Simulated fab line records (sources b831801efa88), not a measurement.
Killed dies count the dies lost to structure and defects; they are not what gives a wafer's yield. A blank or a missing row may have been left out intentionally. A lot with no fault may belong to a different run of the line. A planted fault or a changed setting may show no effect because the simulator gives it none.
Chamber matching :: flow sky130 :: rie-diel-03 running SKY_SONOS_ONO_ETCH_15: 4 sister chambers
The step etches the open film in CHF3/O2, target depth 19.52 nm, time 7.8 s. 7 wafers are shown with their chamber, then 7 later ones without.

## EACH WAFER AND ITS CHAMBER
wafer: L173.2
chamber: 2
drypump-motor-current-A (A): 5.7
oes-product-au (a.u.): 0.995

wafer: L178.5
chamber: 3
drypump-motor-current-A (A): 6.0
oes-product-au (a.u.): 0.990

wafer: L180.3
chamber: 1
drypump-motor-current-A (A): 6.0
oes-product-au (a.u.): 1.003

wafer: L180.4
chamber: 3
drypump-motor-current-A (A): 5.9
oes-product-au (a.u.): 0.999

wafer: L180.5
chamber: 0
drypump-motor-current-A (A): 6.3
oes-product-au (a.u.): 1.007

wafer: L187.1
chamber: 0
drypump-motor-current-A (A): 6.2
oes-product-au (a.u.): 1.000

wafer: L187.2
chamber: 1
drypump-motor-current-A (A): 6.0
oes-product-au (a.u.): 0.999

## WAFERS WITH NO CHAMBER GIVEN
wafer: L187.3
drypump-motor-current-A (A): 6.0
oes-product-au (a.u.): 0.993

wafer: L188.1
drypump-motor-current-A (A): 6.2
oes-product-au (a.u.): 0.988

wafer: L188.5
drypump-motor-current-A (A): 6.2
oes-product-au (a.u.): 1.002

wafer: L188.6
drypump-motor-current-A (A): 6.0
oes-product-au (a.u.): 0.994

wafer: L189.2
drypump-motor-current-A (A): 6.0
oes-product-au (a.u.): 1.002

wafer: L189.3
drypump-motor-current-A (A): 6.2
oes-product-au (a.u.): 0.992

wafer: L189.4
drypump-motor-current-A (A): 6.0
oes-product-au (a.u.): 0.997

## EACH ONE'S CHAMBER
wafer: L187.3
from the rows above: can't be placed: 3 or 1
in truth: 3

wafer: L188.1
from the rows above: can't be placed: 0 or 1 or 3
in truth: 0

wafer: L188.5
from the rows above: 0
in truth: 0

wafer: L188.6
from the rows above: can't be placed: 3 or 1
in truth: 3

wafer: L189.2
from the rows above: can't be placed: 1 or 3
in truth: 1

wafer: L189.3
from the rows above: can't be placed: 0 or 1 or 3
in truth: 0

wafer: L189.4
from the rows above: can't be placed: 1 or 3
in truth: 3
Placed correctly: 1 of 7. Cannot be placed on the basis of these rows: 6; the candidates contain the true chamber in 6. Number placed wrongly: 0.
How it was worked out, from the rows above alone: a wafer's distance from a chamber is the root of the sum, over the readings, of the square of ((its reading less the chamber's mean) divided by the reading's scatter). If the next closest chamber is less than 2 further off than the closest, the wafer can't be placed; otherwise it belongs to the closest. A chamber's mean is the mean of its shown wafers. The scatter: the root of (the sum of the squares of (reading less its chamber's mean) over the shown wafers, divided by (wafers less chambers)).
